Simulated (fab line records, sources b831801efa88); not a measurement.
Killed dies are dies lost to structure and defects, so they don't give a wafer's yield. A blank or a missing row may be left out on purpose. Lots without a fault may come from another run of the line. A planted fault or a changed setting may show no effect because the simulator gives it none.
Which tool did it? | flow sky130 | 11 lots, 33 wafers sampled, at 2 steps of a route of 708

WHAT THE GAUGES READ, wafer by wafer
SKY_LDD_HVN_OVL_MEAS_07.
lot  | measured     | on         | LDD_HVN_OVL (nm)
L491 | day 20 15:23 | overlay-01 | 0.6 0.6 0.6
L492 | day 20 19:46 | overlay-02 | -0.8 -0.4 -2.0
L493 | day 21 07:44 | overlay-01 | 0.2 1.1 1.6
L496 | day 22 06:49 | overlay-02 | 0.7 -0.3 -0.1
L498 | day 22 20:20 | overlay-01 | 0.5 -1.1 -0.6
L505 | day 25 05:19 | overlay-02 | - - -
L506 | day 25 21:37 | overlay-01 | -1.3 -1.1 -1.6
L510 | day 26 19:40 | overlay-02 | -0.3 -1.2 -0.1
L511 | day 27 09:11 | overlay-02 | 0.8 -1.7 0.6
L512 | day 28 02:19 | overlay-02 | -0.2 1.2 -1.4
L514 | day 28 10:07 | overlay-01 | -1.4 -2.0 -1.3

WHICH TOOL RAN EACH LOT (tool, then ch and the chambers of the sampled wafers, then the start)
lot  | SKY_LDD_HVN_EXPOSE_04
L491 | iline_stepper-02 ch 0, day 20 00:41
L492 | iline_stepper-01 ch 0, day 20 04:52
L493 | iline_stepper-01 ch 0, day 20 16:17
L496 | iline_stepper-01 ch 0, day 21 14:59
L498 | iline_stepper-01 ch 0, day 22 05:55
L505 | iline_stepper-01 ch 0, day 24 14:17
L506 | iline_stepper-02 ch 0, day 25 06:53
L510 | iline_stepper-02 ch 0, day 26 05:53
L511 | iline_stepper-01 ch 0, day 26 18:41
L512 | iline_stepper-01 ch 0, day 27 12:14
L514 | iline_stepper-01 ch 0, day 27 20:40
- SKY_LDD_HVN_EXPOSE_04: exposes mask HVNTM, target cd 700 nm.

THE ANSWER, worked out from the rows above alone
Rule: what is usual is taken from the lots themselves. Put in order of their means at a reading, lots are off if they are a third of the lots or fewer, leave a main group of 4 or more, and stand apart from it by a gap of 3 or more times the standard deviation of the main group's means; of several such gaps the widest counts. A main group whose means are all the same, to the digits that the tables above print for the reading, isn't used. A lot without any number at a reading at which 4 lots or more have one is off too. The other lots that the step has rows for count as sound.
Off: L505, at SKY_LDD_HVN_OVL_MEAS_07 (LDD_HVN_OVL). Without a number there: L505. The main group: mean -0.3 nm, standard deviation 0.77.
A tool fits if, at a process step before that reading, it ran every lot that is off, and no sound lot after the first of them. The gauges at SKY_LDD_HVN_OVL_MEAS_07 are tried like those tools. None of those tried fits.

WHAT THE SIMULATOR HAD PUT IN
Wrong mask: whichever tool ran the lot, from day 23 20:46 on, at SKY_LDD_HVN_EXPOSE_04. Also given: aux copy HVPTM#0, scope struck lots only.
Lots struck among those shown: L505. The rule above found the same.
